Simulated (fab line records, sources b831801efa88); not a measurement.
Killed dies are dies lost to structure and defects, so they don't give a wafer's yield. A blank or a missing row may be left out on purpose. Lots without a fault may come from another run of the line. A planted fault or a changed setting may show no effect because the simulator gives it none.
Chamber matching | flow sky130 | SKY_CONTACT_ETCH_17 on rie_diel-02: 4 sister chambers
The step etches SiO2 in C4F8/O2/Ar, stops on Si3N4, target depth 340 nm. 4 wafers are shown with their chamber, then 7 later ones without.

WAFERS WITH THEIR CHAMBER
wafer  | chamber | oes_product_au (a.u.)
L807.1 | 1       | 0.896
L807.6 | 0       | 0.896
L814.2 | 3       | 0.893
L814.4 | 2       | 0.904

WAFERS WITHOUT THEIR CHAMBER
wafer  | oes_product_au (a.u.)
L814.6 | 0.897
L815.1 | 0.897
L815.4 | 0.890
L815.6 | 0.893
L816.1 | 0.896
L816.2 | 0.890
L816.6 | 0.895

WHICH CHAMBER EACH WENT THROUGH
wafer  | from the rows above          | in truth
L814.6 | can't be placed: 0 or 1 or 3 | 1
L815.1 | can't be placed: 0 or 1 or 3 | 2
L815.4 | can't be placed: 3 or 0 or 1 | 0
L815.6 | can't be placed: 3 or 0 or 1 | 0
L816.1 | can't be placed: 0 or 1 or 3 | 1
L816.2 | can't be placed: 3 or 0 or 1 | 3
L816.6 | can't be placed: 0 or 1 or 3 | 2
Placed correctly: 0 of 7. Can't be placed from these rows: 7 (the true chamber is among the candidates in 5). Placed wrongly: 0.
How it was worked out, from the rows above alone: a wafer's distance from a chamber is the root of the sum, over the readings, of the square of ((its reading less the chamber's mean) divided by the reading's scatter). The wafer belongs to the nearest chamber; if the next one is less than 2 further off, it can't be placed. A chamber's mean is the mean of its shown wafers. The scatter: with one shown wafer a chamber, the root of the mean of the squares of how far each hidden wafer lies from its nearest shown one.
